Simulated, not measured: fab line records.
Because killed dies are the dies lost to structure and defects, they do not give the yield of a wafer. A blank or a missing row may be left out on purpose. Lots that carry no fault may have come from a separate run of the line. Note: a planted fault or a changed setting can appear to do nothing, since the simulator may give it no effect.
A struck lot beside a sound one + flow sky130 + 35 steps out of a route of 708
Sound: these wafers, L232.3, L232.4, L232.5. Wafers L243.1, L243.5, L243.6 were the ones struck. At the end, the cause is stated.
For every step that has rows: the tool of each side, followed by ch and its chambers, followed by its first start. Under that, the readings that differ: sound wafers + struck wafers + difference of the means + sigmas: that difference in standard deviations of wafers without a fault.
alike: same words and numbers on both sides, and readings whose means sit less than 2 such deviations apart. not compared: any withheld reading, any reading some wafer has no value for, any bound like >300 that may hide the same value, and any number with overlapping values for which the record gives no deviation.
Wherever a step has rows on one side only, a row that says differs or no value, or a row with sigmas, the two part there. When numbers do not overlap yet have no deviation, they are printed without sigmas and do not part them. A reading missing from all wafers of one side parts the sides only when that side holds two or more wafers.

first, 4 steps without rows for these wafers: SKY_METAL5_SOFTBAKE_10 (time 60 s); SKY_METAL5_EXPOSE_11 (exposes mask MM5, target cd 1600 nm); SKY_METAL5_PEB_12; SKY_METAL5_DEVELOP_13 (develop time 60 s).
SKY_METAL5_DESCUM_14: chemistry O2, time 11 s.
  sound on rie metal-01 ch 0,1, day 44 01:47; struck on rie metal-04 ch 0,1, day 47 06:16
  alike: drypump motor current A, oes product au, rf fwd power W
  not compared: rf hours counter h
SKY_METAL5_METAL_ETCH_15: etches the open film in Cl2/BCl3, stops on SiO2, target depth 1260 nm, time 252 s.
  sound on rie metal-01 ch 0,1, day 44 01:53; struck on rie metal-04 ch 0,1, day 47 06:19
  alike: drypump motor current A, oes product au, rf fwd power W, throttle valve pct
  not compared: rf hours counter h
SKY_METAL5_STRIP_16: strips in O2/N2.
  sound on plasma asher-04 ch 0,1, day 44 02:05; struck on plasma asher-02 ch 0,1, day 47 06:32
  alike: drypump motor current A, oes product au, strip time to endpoint s
  not compared: rf hours counter h
then, 3 steps without rows for these wafers: SKY_METAL5_STRIP_17 (strips in post etch residue remover, time 1200 s); SKY_METAL5_CLEAN_18 (cleans in IPA, time 180 s); SKY_METAL5_CLEAN_19 (cleans in O3/DIW).
SKY_PASSIVATION_CVD_00: deposits SiO2, target thk 90 nm.
  sound on pecvd-03 ch 1,2, day 44 02:39; struck on pecvd-03 ch 1,2, day 47 07:13
  alike: heater power w, rf fwd power W
SKY_PASSIVATION_THK_MEAS_01:
  sound on film metro-02 at day 44 02:41; struck on film metro-04 at day 47 07:14
  alike: PASSIVATION_CVD_00_THK
SKY_PASSIVATION_CVD_02: deposits Si3N4, target thk 540 nm.
  sound on pecvd-01 ch 0,2, day 44 02:44; struck on pecvd-01 ch 1,2, day 47 07:18
| reading                                       | sound             | struck            | difference | sigmas      |
|-----------------------------------------------|-------------------|-------------------|------------|-------------|
| rf fwd power W (W)                            | 449.4 449.2 449.9 | 629.1 632.5 628.4 | +180.5     | +99 or more |
| model.Si3N4_of_PASSIVATION_CVD_02.thk nm (nm) | 545.9 545.4 554.9 | 596.4 607.2 605.5 | +54.3      |             |
  alike: heater power w
SKY_PASSIVATION_THK_MEAS_03:
  sound on film metro-04 at day 44 02:58; struck on film metro-02 at day 47 07:31
| reading                     | sound       | struck      | difference | sigmas |
|-----------------------------|-------------|-------------|------------|--------|
| PASSIVATION_CVD_02_THK (nm) | 545 546 555 | 596 607 605 | +54        | +7     |
then, 7 steps without rows for these wafers: SKY_PASSIVATION_DEHYDRATE_04 (time 60 s); SKY_PASSIVATION_HMDS_05 (prime time 60 s); SKY_PASSIVATION_COAT_06 (resist thk 3000 nm); SKY_PASSIVATION_SOFTBAKE_07; SKY_PASSIVATION_EXPOSE_08 (exposes mask NSM, target cd 3000 nm); SKY_PASSIVATION_PEB_09; SKY_PASSIVATION_DEVELOP_10 (develop time 60 s).
SKY_PASSIVATION_ETCH_11: etches the open film in CF4/O2, stops on AlCu, target depth 725 nm, time 161.1 s.
  sound on rie diel-04 ch 0,1, day 45 00:32; struck on rie diel-01 ch 0,3, day 48 02:37
  alike: drypump motor current A, oes product au, rf fwd power W, throttle valve pct
  not compared: rf hours counter h, model.PASSIVATION.feature depth nm, model.etch.depth nm
then, 8 steps without rows for these wafers: SKY_PASSIVATION_STRIP_12 (strips in O2/N2); SKY_PAD_OPEN_DEHYDRATE_00 (time 60 s); SKY_PAD_OPEN_HMDS_01 (prime time 60 s); SKY_PAD_OPEN_COAT_02 (resist thk 3000 nm); SKY_PAD_OPEN_SOFTBAKE_03; SKY_PAD_OPEN_EXPOSE_04 (exposes mask PDM, target cd 60000 nm); SKY_PAD_OPEN_PEB_05; SKY_PAD_OPEN_DEVELOP_06 (develop time 60 s).
SKY_PAD_OPEN_ETCH_07: etches the open film in CF4/O2, stops on AlCu, target depth 725 nm, time 161.1 s.
  sound on rie diel-04 ch 0,2,3, day 45 21:47; struck on rie diel-04 ch 0,1,3, day 48 20:31
  alike: drypump motor current A, oes product au, rf fwd power W, throttle valve pct
  not compared: rf hours counter h, model.etch.depth nm, model.PAD_OPEN.feature depth nm
SKY_PAD_OPEN_STRIP_08: strips in O2/N2.
  sound on plasma asher-04 ch 0,1, day 45 21:56; struck on plasma asher-04 ch 0,1, day 48 20:37
  alike: drypump motor current A, oes product au, strip time to endpoint s
  not compared: rf hours counter h
SKY_PAD_OPEN_STRIP_09: strips in post etch residue remover, time 1200 s.
  sound on wet bench-04 ch 1, day 45 22:00; struck on wet bench-04 ch 2, day 48 20:43
| reading                                       | sound           | struck          | difference | sigmas |
|-----------------------------------------------|-----------------|-----------------|------------|--------|
| model.Si3N4_of_PASSIVATION_CVD_02.thk nm (nm) | 545.5 545 554.5 | 596 606.9 605.1 | +54        |        |
then, 1 step without rows for these wafers: SKY_PAD_OPEN_CLEAN_10 (cleans in IPA, time 180 s).
SKY_PAD_OPEN_PROBE_99:
  sound on prober-01 at day 46 00:15; struck on prober-02 at day 48 22:52
| reading                  | sound     | struck      | difference | sigmas |
|--------------------------|-----------|-------------|------------|--------|
| sort_bin_3_pad_short (%) | 1.2 0.6 0 | 2.0 1.8 0.6 | +0.9       | +2     |
  alike: defect limited yield, killed_at_M0_to_M3, killed_at_M4_up, killed at contacts, killed at front end, killed at other, killed dies, killed open, killed short, sort_bin_5_function, sort_bin_6_memory, sort n pass, sort yield pct

== WHERE THEY PART ==
Earliest at SKY_PASSIVATION_CVD_02; latest, in this record, at SKY_PAD_OPEN_PROBE_99.

WHY: whatever the simulator had introduced
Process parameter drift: pecvd-01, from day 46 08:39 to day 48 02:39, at SKY_PASSIVATION_CVD_02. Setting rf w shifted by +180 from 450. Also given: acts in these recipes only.
